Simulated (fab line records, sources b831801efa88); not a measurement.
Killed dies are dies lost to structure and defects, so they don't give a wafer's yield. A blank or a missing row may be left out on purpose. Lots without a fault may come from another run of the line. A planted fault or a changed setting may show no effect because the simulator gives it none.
fab line records | flow sky130
record lots=13 wafers=39 last_day=50
route steps=708 shown VT_ADJUST_LVTN@111 METAL1@435 VIA2@508
lots that met no fault: from a run of the same line without faults
start_h: hours from the record's first day to the start of the lot's first wafer shown | wait_h: hours since the lot's step before | " the same as in the row above | L1.1+2: a row that stands for several wafers | - no value, or no start given | * or withheld: withheld | < > ~ a bound
route shown NAME@n: a module of which the file shows steps, and the number in the route of the first | usual: mean/standard deviation of fault-free wafers | same: alike in all rows | chamber/n: place in a boat | sites: the reading at each site | _std_site: their standard deviation | _edge_site: outer sites' mean less inner sites' | radius_mm: how far each site lies from the wafer's centre | mask NAME#n: copy n | behind: the tool/chamber that last shaped the wafer | hold: why the lot was held/for how many hours/how that ended | device: the transistor (n, p or np) that didn't switch | end of line: the same wafers' tests at the end of the route | a step without rows: its recipe alone | killed: dies lost to structure and defects at the first sort, not the wafer's yield | map: a wafer's dies, x killed, . not, _ none there
set.NAME: the setting as run; set.NAME@STEP: as run at that earlier step | model.NAME: the simulator's own value behind a step, which no gauge read
steps of the route over a sample of lots; a table a step, a row a wafer
services: from which hour (start_h, from the record's first day; less than 0 if before it) a tool's chamber was out of use, for how many hours, and why
## steps
# step SKY_VT_ADJUST_LVTN_SOFTBAKE_14
# recipe temp_c=90 time_s=60 resist=NOVOLAK
# usual chill_plate_temp_C=23.01/0.12 heater_power_total_W=56.59/0.045 plate_temp_C=90.02/0.11
# columns lot.wafer tool chamber start_h wait_h chill_plate_temp_C heater_power_total_W plate_temp_C
L578.4 litho_track-03 0 148.96 0.1 23.18 56.67 90.11
L578.5 " 0 " " 23.13 56.57 90.14
L578.6 " 0 " " 22.94 56.56 90.25
L580.2 litho_track-03 0 159.31 0.1 23.02 56.60 90.15
L580.3 " 0 " " 22.79 56.57 90.19
L580.6 " 0 " " 22.90 56.58 90.03
L581.2 litho_track-04 0 168.28 0.1 23.03 56.54 89.84
L581.3 " 0 " " 22.95 56.64 89.95
L581.5 " 0 " " 23.09 56.53 89.77
L582.4 litho_track-01 0 172.14 0.1 22.86 56.51 90.01
L582.5 " 0 " " 22.88 56.63 90.16
L582.6 " 0 " " 23.06 56.62 90.10
L584.2 litho_track-01 0 193.19 0.1 23.00 56.68 90.09
L584.3 " 0 " " 23.11 56.59 89.96
L584.6 " 0 " " 23.18 56.52 90.19
L586.3 litho_track-01 0 205.87 0.1 23.22 56.50 89.96
L586.4 " 0 " " 23.22 56.56 90.12
L586.6 " 0 " " 22.95 56.51 90.02
L587.1 litho_track-01 0 211.42 0.1 23.26 56.00 89.32
L587.5 " 0 " " 22.98 55.93 89.29
L587.6 " 0 " " 23.18 55.99 89.38
L588.2 litho_track-01 0 217.94 0.1 23.22 56.08 89.35
L588.3 " 0 " " 23.05 55.97 89.38
L588.4 " 0 " " 23.11 56.05 89.34
L590.2 litho_track-03 0 233.46 0.1 23.01 56.58 89.78
L590.3 " 0 " " 23.03 56.56 90.04
L590.6 " 0 " " 22.99 56.60 90.08
L592.2 litho_track-01 0 242.84 0.1 23.09 55.99 89.37
L592.4 " 0 " " 22.91 55.88 89.34
L592.5 " 0 " " 22.87 55.98 89.27
L595.2 litho_track-03 0 265.41 0.1 22.86 56.62 89.98
L595.4 " 0 " " 22.87 56.59 90.03
L595.5 " 0 " " 22.82 56.63 90.03
L599.3 litho_track-04 0 295.36 0.1 23.08 56.57 90.05
L599.5 " 0 " " 22.91 56.61 89.96
L599.6 " 0 " " 23.02 56.63 90.22
L600.1 litho_track-01 0 306.96 0.1 23.16 56.59 89.93
L600.3 " 0 " " 23.02 56.59 89.96
L600.5 " 0 " " 23.26 56.56 89.97
# step SKY_METAL1_SPUTTER_01
# recipe material=TiN target_thk_nm=20 power_w=6500 time_s=16.7 chamber_pressure_pa=0.4
# usual throttle_valve_pct=30.4/1.1
# columns lot.wafer tool chamber start_h wait_h throttle_valve_pct
L578.4 pvd_sputter-01 - 737.43 0.0 28.5
L578.5 " - " " 30.1
L578.6 " - " " 30.3
L580.2 pvd_sputter-01 - 746.55 0.0 30.1
L580.3 " - " " 28.4
L580.6 " - " " 28.7
L582.4 pvd_sputter-04 - 773.65 0.0 30.2
L582.5 " - " " 31.5
L582.6 " - " " 29.9
L581.2 pvd_sputter-04 - 778.33 0.0 31.4
L581.3 " - " " 32.5
L581.5 " - " " 32.5
L584.2 pvd_sputter-02 - 797.39 0.0 30.4
L584.3 " - " " 29.3
L584.6 " - " " 30.7
L586.3 pvd_sputter-04 - 809.29 0.0 32.7
L586.4 " - " " 30.4
L586.6 " - " " 31.4
L587.1 pvd_sputter-04 - 814.13 0.0 31.3
L587.5 " - " " 30.3
L587.6 " - " " 31.6
L588.2 pvd_sputter-01 - 830.34 0.0 30.4
L588.3 " - " " 30.2
L588.4 " - " " 28.6
L590.2 pvd_sputter-01 - 835.29 0.0 28.8
L590.3 " - " " 29.4
L590.6 " - " " 29.1
L592.2 pvd_sputter-04 - 841.98 0.0 31.7
L592.4 " - " " 31.5
L592.5 " - " " 30.1
L595.2 pvd_sputter-01 - 868.81 0.0 30.2
L595.4 " - " " 29.5
L595.5 " - " " 28.7
L599.3 pvd_sputter-04 - 897.52 0.0 31.5
L599.5 " - " " 32.6
L599.6 " - " " 31.6
L600.1 pvd_sputter-02 - 916.36 0.0 30.5
L600.3 " - " " 31.4
L600.5 " - " " 30.7
# step SKY_VIA2_THK_MEAS_01
# recipe reads=SiO2_of_VIA2_HDPCVD_00
# usual VIA2_HDPCVD_THK=1180/14
# columns lot.wafer tool chamber start_h wait_h VIA2_HDPCVD_THK[nm]
L578.4 film_metro-04 - 823.35 0.0 1176
L578.5 " - " " 1175
L578.6 " - " " 1192
L580.2 film_metro-01 - 832.37 0.1 1161
L580.3 " - " " 1160
L580.6 " - " " 1157
L582.4 film_metro-04 - 857.39 0.0 1179
L582.5 " - " " 1196
L582.6 " - " " 1187
L581.2 film_metro-03 - 863.05 0.1 1196
L581.3 " - " " 1175
L581.5 " - " " 1176
L584.2 film_metro-01 - 880.28 0.1 1212
L584.3 " - " " 1191
L584.6 " - " " 1196
L586.3 film_metro-01 - 892.55 0.1 1174
L586.4 " - " " 1166
L586.6 " - " " 1166
L587.1 film_metro-01 - 896.01 0.1 1168
L587.5 " - " " 1168
L587.6 " - " " 1188
L588.2 film_metro-03 - 910.75 0.1 1170
L588.3 " - " " 1165
L588.4 " - " " 1174
L590.2 film_metro-04 - 914.72 0.1 1203
L590.3 " - " " 1187
L590.6 " - " " 1194
L592.2 film_metro-03 - 923.40 0.1 1166
L592.4 " - " " 1148
L592.5 " - " " 1161
L595.2 film_metro-04 - 947.71 0.1 1189
L595.4 " - " " 1190
L595.5 " - " " 1181
L599.3 film_metro-03 - 975.98 0.1 1172
L599.5 " - " " 1170
L599.6 " - " " 1148
L600.1 film_metro-04 - 991.25 0.1 1154
L600.3 " - " " 1167
L600.5 " - " " 1166
# step SKY_VIA2_CD_MEAS_12
# recipe target_cd_nm=200
# usual cd_nm=200.4/1.2
# columns lot.wafer tool chamber start_h wait_h cd_nm
L578.4 cd_sem-02 - 849.47 - 200.4
L578.5 " - " " 201.3
L578.6 " - " " 198.6
L580.2 cd_sem-01 - 858.65 - 200.1
L580.3 " - " " 199.1
L580.6 " - " " 201.6
L582.4 cd_sem-01 - 883.32 - 200.5
L582.5 " - " " 198.1
L582.6 " - " " 200.3
L581.2 cd_sem-01 - 888.50 - 199.3
L581.3 " - " " 198.7
L581.5 " - " " 200.6
L584.2 cd_sem-02 - 905.23 - 200.9
L584.3 " - " " 202.1
L584.6 " - " " 201.0
L586.3 cd_sem-02 - 917.42 - 201.6
L586.4 " - " " 202.3
L586.6 " - " " 202.0
L587.1 cd_sem-01 - 920.88 - 198.4
L587.5 " - " " 199.4
L587.6 " - " " 198.3
L588.2 cd_sem-02 - 935.58 - 200.4
L588.3 " - " " 201.9
L588.4 " - " " 202.0
L590.2 cd_sem-01 - 938.58 - 200.8
L590.3 " - " " 199.7
L590.6 " - " " 200.6
L592.2 cd_sem-02 - 948.33 - 201.0
L592.4 " - " " 203.8
L592.5 " - " " 201.0
L595.2 cd_sem-02 - 972.03 - 199.7
L595.4 " - " " 201.8
L595.5 " - " " 201.9
L599.3 cd_sem-02 - 999.77 - 199.7
L599.5 " - " " 200.5
L599.6 " - " " 201.1
L600.1 cd_sem-01 - 1015.11 - 200.8
L600.3 " - " " 199.9
L600.5 " - " " 198.9
## services
# columns tool chamber start_h hours kind
pvd_sputter-01 - 162.84 5.6 repair
pvd_sputter-02 - 173.04 2.1 repair
pvd_sputter-04 - 182.79 2.3 repair
pvd_sputter-02 - 224.74 1.2 repair
pvd_sputter-02 - 248.05 1.1 repair
pvd_sputter-01 - 260.18 1.0 repair
pvd_sputter-04 - 266.63 2.5 repair
pvd_sputter-01 - 277.64 2.4 repair
pvd_sputter-01 - 291.42 1.7 repair
pvd_sputter-01 - 298.69 3.4 repair
pvd_sputter-01 - 324.26 2.6 repair
pvd_sputter-01 - 325.60 2.8 repair
pvd_sputter-02 - 382.38 4.2 repair
pvd_sputter-01 - 388.51 2.3 repair
pvd_sputter-01 - 444.73 4.0 repair
pvd_sputter-04 - 447.94 0.9 repair
pvd_sputter-02 - 544.66 4.3 repair
pvd_sputter-02 - 566.12 1.4 repair
pvd_sputter-04 - 638.67 0.7 repair
pvd_sputter-01 - 683.49 41.3 repair
pvd_sputter-01 - 689.97 2.7 repair
pvd_sputter-04 - 733.63 2.4 repair
pvd_sputter-04 - 745.15 0.5 repair
pvd_sputter-04 - 909.72 5.0 repair
## key
first_sign step=SKY_VT_ADJUST_LVTN_SOFTBAKE_14 reading=heater_power_total_W direction=down sigmas=13 usual=* struck=*
effect step=SKY_VT_ADJUST_LVTN_SOFTBAKE_14 reading=plate_temp_C direction=down sigmas=6.1 usual=* struck=*
met_at SKY_VT_ADJUST_LVTN_SOFTBAKE_14
struck_lots L587,L588,L592
tester_left_out L587,L588,L592
not_acting_at SKY_METAL1_SPUTTER_01,SKY_VIA2_THK_MEAS_01,SKY_VIA2_CD_MEAS_12
onset_between 205.87 211.42
fault kind=process_parameter_drift tool=litho_track-01 chamber=- onset_h=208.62 steps=SKY_VT_ADJUST_LVTN_SOFTBAKE_14 channel=temp_c offset=* shape=step end_h=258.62 acts_in=* stated=*
# tester_left_out: of these lots the tester's yield and bins aren't shown, on N5 and GAA mostly nor the transistor test; their killed dies are dies lost to structure and defects alone, not to doping, threshold or leakage, so they don't give the yield
